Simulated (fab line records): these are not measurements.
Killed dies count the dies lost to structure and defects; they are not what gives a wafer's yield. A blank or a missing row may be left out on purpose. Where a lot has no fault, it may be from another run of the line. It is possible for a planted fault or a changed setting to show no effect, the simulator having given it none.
Chamber matching	flow gf180mcu	GF_CONTACT_CMP_04 on cmp-01 has 4 sister chambers
The step polishes SiO2. 18 wafers are shown with their chamber, then 9 later ones without.

== WAFERS PAIRED WITH THEIR CHAMBERS ==
wafer	chamber	motor_current_A (A)	time_to_endpoint_s (s)
L123.1	1	13.9	111
L123.2	0	11.8	111
L123.4	2	10.3	113
L124.2	2	10.6	107
L124.4	3	11.4	119
L124.6	0	12.4	119
L125.1	3	11.3	116
L125.3	1	13.5	108
L125.5	1	14.1	119
L127.2	3	11.2	106
L127.5	0	12.1	109
L127.6	3	11.2	116
L129.1	0	12.1	105
L129.2	2	10.2	109
L129.5	2	10.4	111
L130.1	1	14.5	98
L130.5	0	11.9	110
L130.6	1	13.6	105

SIGNATURES, as means of the wafers listed above
reading	chamber 0	chamber 1	chamber 2	chamber 3	scatter within a chamber
motor_current_A	12.060	13.920	10.375	11.275	0.264
time_to_endpoint_s	110.80	108.20	110.00	114.25	5.73
Rule: for each reading, subtract the chamber's mean from the wafer's reading, divide by that reading's scatter and square the result; add these up over the readings and take the root, which gives the wafer's distance from the chamber. The wafer belongs to the nearest chamber; if the next one is less than 2 further off, it can't be placed. The scatter: take each reading less its chamber's mean, square it, sum over the shown wafers, divide by the number of wafers less the number of chambers, and take the root.

== WAFERS WITHOUT THEIR CHAMBER ==
wafer	motor_current_A (A)	time_to_endpoint_s (s)
L133.1	12.1	108
L133.3	11.5	108
L133.4	10.7	113
L135.1	12.0	107
L135.3	11.1	109
L135.5	10.3	104
L142.2	10.3	103
L142.3	13.6	105
L142.6	11.6	113

== WHICH CHAMBER EACH WENT THROUGH ==
wafer	from the rows above	in truth
L133.1	0	0
L133.3	can't be placed: 3 or 0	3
L133.4	can't be placed: 2 or 3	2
L135.1	0	0
L135.3	can't be placed: 3 or 2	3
L135.5	2	2
L142.2	2	2
L142.3	1	1
L142.6	can't be placed: 3 or 0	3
Correct placement for 5 of the 9. Cannot be placed on the basis of these rows: 4; the candidates contain the true chamber in 4. 0 placed wrongly.
